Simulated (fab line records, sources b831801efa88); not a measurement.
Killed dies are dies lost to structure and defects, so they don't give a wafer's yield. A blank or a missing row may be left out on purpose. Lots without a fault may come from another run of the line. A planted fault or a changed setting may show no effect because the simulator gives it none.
Which tool did it? | flow gf180mcu | 14 lots, 42 wafers sampled, at 5 steps of a route of 602

WHAT THE GAUGES READ, wafer by wafer
GF_NSD_OVL_MEAS_08. Usual: NSD_OVL 0.5 nm, standard deviation 1.6.
lot  | measured     | on         | NSD_OVL (nm)   | flag
L624 | day 14 01:45 | overlay-01 | 0.1 -0.4 -1.0  |
L626 | day 14 15:12 | overlay-02 | -1.9 0.2 -0.6  |
L627 | day 15 03:21 | overlay-02 | 0.4 0.8 -0.4   |
L629 | day 15 21:23 | overlay-01 | -1.2 2.9 0.9   |
L630 | day 15 23:32 | overlay-02 | 3.9 1.5 2.5    |
L631 | day 16 09:44 | overlay-01 | 1.6 0.0 -0.3   |
L637 | day 18 09:11 | overlay-01 | 1.0 0.7 1.3    |
L638 | day 18 17:23 | overlay-01 | -0.5 3.5 2.9   |
L639 | day 19 02:03 | overlay-02 | -2.5 -0.6 -1.4 |
L640 | day 19 10:35 | overlay-02 | 0.1 -0.4 -0.8  |
L641 | day 19 17:29 | overlay-01 | -2.2 0.4 -0.4  |
L642 | day 20 03:35 | overlay-01 | -0.4 -0.9 -0.5 |
L643 | day 20 10:23 | overlay-01 | 2.2 3.1 0.8    |
L646 | day 21 11:59 | overlay-01 | 2.1 1.8 1.9    |

GF_NSD_TW_MEAS_12. Usual: NSD_TW 4260, standard deviation 42.
lot  | measured     | on            | NSD_TW         | flag
L624 | day 14 02:12 | film_metro-03 | 4273 4300 4288 |
L626 | day 14 15:38 | film_metro-03 | 4282 4282 4260 |
L627 | day 15 03:48 | film_metro-04 | 4278 4253 4260 |
L629 | day 15 21:50 | film_metro-03 | 4278 4286 4304 |
L630 | day 15 23:59 | film_metro-02 | 4211 4217 4226 |
L631 | day 16 10:11 | film_metro-04 | 4260 4243 4270 |
L637 | day 18 09:38 | film_metro-03 | 4275 4309 4306 |
L638 | day 18 17:49 | film_metro-03 | 4289 4309 4290 |
L639 | day 19 02:29 | film_metro-03 | 4319 4281 4310 |
L640 | day 19 11:01 | film_metro-03 | 4312 4293 4310 |
L641 | day 19 17:56 | film_metro-02 | 4203 4188 4207 |
L642 | day 20 04:02 | film_metro-03 | 4292 4308 4279 |
L643 | day 20 10:49 | film_metro-02 | 4194 4169 4206 |
L646 | day 21 12:25 | film_metro-02 | 4181 4199 4221 |

GF_SAB_CD_MEAS_09: target cd 420 nm. Usual: cd_nm 420.2 nm, standard deviation 1.9.
lot  | measured     | on        | cd_nm (nm)        | flag
L624 | day 15 22:34 | cd_sem-02 | 420.0 422.0 420.3 |
L626 | day 16 11:38 | cd_sem-01 | 422.2 422.6 419.9 |
L627 | day 17 00:19 | cd_sem-02 | 421.8 423.2 421.6 |
L629 | day 17 20:12 | cd_sem-02 | 421.9 421.4 422.2 |
L630 | day 17 21:59 | cd_sem-01 | 417.5 418.4 417.3 |
L631 | day 18 08:23 | cd_sem-02 | 418.6 418.0 419.0 |
L637 | day 20 11:14 | cd_sem-01 | 420.1 421.6 419.8 |
L638 | day 20 19:04 | cd_sem-02 | 420.0 420.6 422.2 |
L639 | day 21 04:02 | cd_sem-02 | 420.3 420.2 421.5 |
L640 | day 21 12:34 | cd_sem-02 | 421.5 421.1 423.1 |
L641 | day 21 19:02 | cd_sem-01 | 419.4 421.8 420.5 |
L642 | day 22 03:50 | cd_sem-01 | 422.7 421.5 421.6 |
L643 | day 22 11:22 | cd_sem-01 | 418.4 419.0 418.4 |
L646 | day 23 12:31 | cd_sem-01 | 422.2 421.1 421.6 |

GF_SALICIDE_RS_MEAS_04: measures by four-point-probe. Usual: SALICIDE_TIN_RS 16.4 ohm/sq, standard deviation 0.35.
lot  | measured     | on            | SALICIDE_TIN_RS (ohm/sq) | flag
L624 | day 15 23:08 | film_metro-03 | 15.9 16.3 16.6           |
L626 | day 16 12:13 | film_metro-02 | 16.6 16.5 16.6           |
L627 | day 17 00:53 | film_metro-02 | 16.2 15.9 16.2           |
L629 | day 17 20:49 | film_metro-01 | 16.5 16.3 16.5           |
L630 | day 17 22:35 | film_metro-03 | 57.1 57.9 57.4           | OFF
L631 | day 18 09:00 | film_metro-01 | 57.8 56.9 58.3           | OFF
L637 | day 20 11:49 | film_metro-03 | 16.5 16.8 16.2           |
L638 | day 20 19:38 | film_metro-03 | 16.4 16.8 16.7           |
L639 | day 21 04:36 | film_metro-03 | 16.0 16.7 16.6           |
L640 | day 21 13:08 | film_metro-01 | 15.9 16.5 15.7           |
L641 | day 21 19:37 | film_metro-02 | 17.1 16.6 16.6           |
L642 | day 22 04:23 | film_metro-03 | 16.6 16.4 16.6           |
L643 | day 22 12:02 | film_metro-02 | 16.8 16.1 16.1           |
L646 | day 23 13:07 | film_metro-02 | 16.6 16.8 15.8           |

WHICH TOOL RAN EACH LOT (tool, then ch and the chambers of the sampled wafers, then the start)
lot  | GF_SALICIDE_SPUTTER_02
L624 | pvd_sputter-04, day 15 23:02
L626 | pvd_sputter-02, day 16 12:08
L627 | pvd_sputter-02, day 17 00:47
L629 | pvd_sputter-02, day 17 20:44
L630 | pvd_sputter-02, day 17 22:30
L631 | pvd_sputter-02, day 18 08:55
L637 | pvd_sputter-04, day 20 11:44
L638 | pvd_sputter-04, day 20 19:35
L639 | pvd_sputter-02, day 21 04:32
L640 | pvd_sputter-03, day 21 13:04
L641 | pvd_sputter-04, day 21 19:32
L642 | pvd_sputter-03, day 22 04:20
L643 | pvd_sputter-04, day 22 11:59
L646 | pvd_sputter-03, day 23 13:04
- GF_SALICIDE_SPUTTER_02: material Co, target thk 10 nm, time 20 s.

WHAT THE TOOLS THEMSELVES READ (means of the sampled wafers that have a number; where no wafer has one, the mark that the record gives instead)
GF_SALICIDE_SPUTTER_02. Usual: cathode_dc_power_W 999.99 W, standard deviation 0.17; chamber_pressure_pa 0.4000 Pa, standard deviation 0.00069; throttle_valve_pct 29.6 %, standard deviation 1.1.
lot  | tool           | cathode_dc_power_W (W) | chamber_pressure_pa (Pa) | throttle_valve_pct (%) | flag
L624 | pvd_sputter-04 | 999.96                 | 0.3997                   | 29.4                   |
L626 | pvd_sputter-02 | 1000.17                | 0.4001                   | 29.1                   |
L627 | pvd_sputter-02 | 1000.06                | 0.3998                   | 29.1                   |
L629 | pvd_sputter-02 | 999.91                 | 0.3999                   | 28.3                   |
L630 | pvd_sputter-02 | -                      | -                        | -                      | OFF
L631 | pvd_sputter-02 | -                      | -                        | -                      | OFF
L637 | pvd_sputter-04 | 999.95                 | 0.3994                   | 30.6                   |
L638 | pvd_sputter-04 | 1000.00                | 0.3997                   | 30.6                   |
L639 | pvd_sputter-02 | 999.99                 | 0.3994                   | 30.4                   |
L640 | pvd_sputter-03 | 1000.10                | 0.4008                   | 30.6                   |
L641 | pvd_sputter-04 | 999.98                 | 0.4000                   | 29.5                   |
L642 | pvd_sputter-03 | 1000.11                | 0.4005                   | 30.4                   |
L643 | pvd_sputter-04 | 999.81                 | 0.4000                   | 29.4                   |
L646 | pvd_sputter-03 | 1000.02                | 0.3997                   | 30.4                   |

THE ANSWER, worked out from the rows above alone
Rule: a lot is off if the mean of its wafers that have a number lies more than 3 standard deviations from the usual mean. A lot without any number at a reading at which 4 lots or more have one is off too. The other lots that the step has rows for count as sound. The gauges are gone through in route order, then the tools' own readings, and for those a lot's mean is taken as printed above. The first step at which some lot is off is used, and at that step the reading that is off furthest; a lot without a number counts as furthest.
Off: L630, L631, at GF_SALICIDE_RS_MEAS_04 (SALICIDE_TIN_RS).
A tool fits if, at a process step before that reading, it ran every lot that is off, and no sound lot after the first of them. The gauges at GF_SALICIDE_RS_MEAS_04 aren't tried: what is off there is off at GF_SALICIDE_SPUTTER_02 too, on other tools, and a gauge's error can't cause that. None of those tried fits.

WHAT THE SIMULATOR HAD PUT IN
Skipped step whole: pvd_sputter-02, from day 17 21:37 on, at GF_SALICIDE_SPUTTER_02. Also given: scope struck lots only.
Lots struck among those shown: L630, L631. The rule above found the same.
